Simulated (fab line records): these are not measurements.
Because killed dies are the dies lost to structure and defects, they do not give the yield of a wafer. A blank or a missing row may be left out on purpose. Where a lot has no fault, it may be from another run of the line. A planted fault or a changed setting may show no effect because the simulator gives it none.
2 desks looking at one fault ; flow sky130 ; what lay behind the numbers comes last; until then each desk has only its own

THE METROLOGY DESK
What the gauges read for every lot (on any tool): the sampled wafers with a number, averaged. If a lot's mean is further than 4 standard deviations from the usual mean, the lot is out of limits and carries the mark OUT (the distance appears in the brackets).
Columns: A = cdNm at SKY_POLY_GATE_CD_MEAS_13, usual 149.8 nm; B = LDD_HVP_OVL at SKY_LDD_HVP_OVL_MEAS_07, usual 0.4 nm; C = SD_P_OVL at SKY_SD_P_OVL_MEAS_08, usual 0.8 nm
lot;first seen here;A;B;C
L378;day 17 08:02;150.0;1.1;0.5
L379;day 17 13:21;149.4;-0.6;3.9
L381;day 18 13:01;150.6;-0.1;0.3
L382;day 18 19:25;150.4;1.0;1.1
L383;day 18 21:29;150.6;-0.1;0.1
L384;day 19 06:23;149.3;2.2;1.3
L386;day 20 04:23;147.9;-0.0;-0.3
L393;day 22 19:40;151.4;-0.7;1.0
L394;day 22 22:43;150.0;0.7;0.3
L398;day 24 02:57;151.2;0.3;1.9
L399;day 24 21:07;150.7;-0.2;0.2
L400;day 24 23:14;150.3;0.2;0.5
This desk's finding: nothing out of limits on any of the 12 lots.

TOOL OWNER'S DESK, rieDiel-03
The tool's own readings at SKY_SPACER_ETCHBACK_02 (etches Si3N4 in CH3F/O2, stops on SiO2, time 46.7 s, target depth 45 nm): means of the sampled wafers that have a number, for each lot that ran on this tool. If a lot's mean is further than 4 standard deviations from the usual mean, the lot is out of limits and carries the mark OUT (the distance appears in the brackets).
Columns: A = drypumpMotorCurrentA at SKY_SPACER_ETCHBACK_02, usual 5.7 A; B = oesProductAu at SKY_SPACER_ETCHBACK_02, usual 0.854 a.u.; C = runLengthS at SKY_SPACER_ETCHBACK_02, usual 75.0 s; D = throttleValvePct at SKY_SPACER_ETCHBACK_02, usual 10.562 %
lot;first seen here;A;B;C;D
L379;day 24 06:58;5.9;0.854;75.3;10.563
L383;day 25 14:56;5.8;0.850;75.1;10.561
L386;day 26 21:30;6.0;0.861;74.9;10.565
L393;day 29 07:32;6.0;0.811 (-6.8) OUT;80.2 (+11) OUT;10.551
L394;day 29 09:47;6.0;0.816 (-6.0) OUT;79.6 (+9.5) OUT;10.557
This desk finds L393, L394 out of limits, L393 being first, at day 29 07:32 (oesProductAu at SKY_SPACER_ETCHBACK_02). In limits: L379, L383, L386.

BROUGHT TOGETHER
The tool owner's desk could have raised an alarm at day 29 07:32, on L393, L394.
Metrology desk: nothing out of limits seen.
The metrology desk holds a record of L393, L394, inside its limits.
The lots listed all ran SKY_SPACER_ETCHBACK_02 on rieDiel-03.

WHAT THE SIMULATOR HAD PUT IN
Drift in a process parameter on rieDiel-03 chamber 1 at SKY_SPACER_ETCHBACK_02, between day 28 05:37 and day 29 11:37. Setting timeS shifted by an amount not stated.
Struck lots among those shown: L393, L394.
Hours from the fault's start to each desk's first reading out of limits: the tool owner's desk, 26.
